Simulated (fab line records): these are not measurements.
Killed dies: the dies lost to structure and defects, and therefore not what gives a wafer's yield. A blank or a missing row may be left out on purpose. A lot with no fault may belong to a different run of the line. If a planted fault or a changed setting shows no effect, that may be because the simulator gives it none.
Matching of chambers + flow sky130 + 3 sister chambers for SKY_CONTACT_CVD_00 on pecvd-02
The step deposits Si3N4, target thk 75 nm. 18 wafers are shown with their chamber, then 9 later ones without.

## WAFERS, EACH WITH ITS CHAMBER
| wafer  | chamber | heater-power-w (W) | susceptor-temp-C (C) |
|--------|---------|--------------------|----------------------|
| L076.2 | 0       | 711                | 400.13               |
| L076.3 | 2       | 709                | 399.90               |
| L076.4 | 1       | 707                | 399.72               |
| L078.2 | 0       | 779                | 399.87               |
| L078.3 | 2       | 672                | 399.93               |
| L078.5 | 0       | 799                | 400.16               |
| L085.1 | 0       | 663                | 399.74               |
| L085.5 | 1       | 699                | 399.88               |
| L085.6 | 0       | 689                | 399.70               |
| L087.3 | 2       | 644                | 399.99               |
| L087.4 | 1       | 756                | 399.99               |
| L087.6 | 2       | 652                | 400.13               |
| L086.1 | 0       | 693                | 399.97               |
| L086.4 | 2       | 755                | 400.34               |
| L086.5 | 1       | 745                | 400.01               |
| L089.1 | 1       | 692                | 400.43               |
| L089.2 | 0       | 808                | 399.92               |
| L089.5 | 1       | 733                | 399.97               |

SIGNATURES (means of the wafers above)
| reading          | chamber 0 | chamber 1 | chamber 2 | scatter within a chamber |
|------------------|-----------|-----------|-----------|--------------------------|
| heater-power-w   | 734.57    | 722.00    | 686.40    | 46.8                     |
| susceptor-temp-C | 399.9271  | 400.0000  | 400.0580  | 0.199                    |
Rule: for each reading, subtract the chamber's mean from the wafer's reading, divide by that reading's scatter and square the result; add these up over the readings and take the root, which gives the wafer's distance from the chamber. If the next closest chamber is less than 2 further off than the closest, the wafer can't be placed; otherwise it belongs to the closest. The scatter: the root of (the sum of the squares of (reading less its chamber's mean) over the shown wafers, divided by (wafers less chambers)).

## WAFERS WHOSE CHAMBER IS MISSING
| wafer  | heater-power-w (W) | susceptor-temp-C (C) |
|--------|--------------------|----------------------|
| L088.1 | 772                | 399.76               |
| L088.3 | 640                | 399.70               |
| L088.5 | 744                | 400.04               |
| L093.1 | 783                | 400.03               |
| L093.3 | 657                | 400.31               |
| L093.6 | 784                | 400.13               |
| L094.2 | 651                | 400.08               |
| L094.4 | 693                | 400.21               |
| L094.5 | 637                | 399.85               |

## EACH ONE'S CHAMBER
| wafer  | from the rows above          | in truth |
|--------|------------------------------|----------|
| L088.1 | can't be placed: 0 or 1 or 2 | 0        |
| L088.3 | can't be placed: 2 or 1 or 0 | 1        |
| L088.5 | can't be placed: 1 or 0 or 2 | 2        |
| L093.1 | can't be placed: 0 or 1 or 2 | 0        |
| L093.3 | can't be placed: 2 or 1 or 0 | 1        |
| L093.6 | can't be placed: 0 or 1 or 2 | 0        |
| L094.2 | can't be placed: 2 or 1 or 0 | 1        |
| L094.4 | can't be placed: 2 or 1 or 0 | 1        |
| L094.5 | can't be placed: 2 or 1 or 0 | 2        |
0 of 9 placed correctly. From these rows, 9 cannot be placed; in 9 the true chamber is one of the candidates. Wrongly placed: 0.
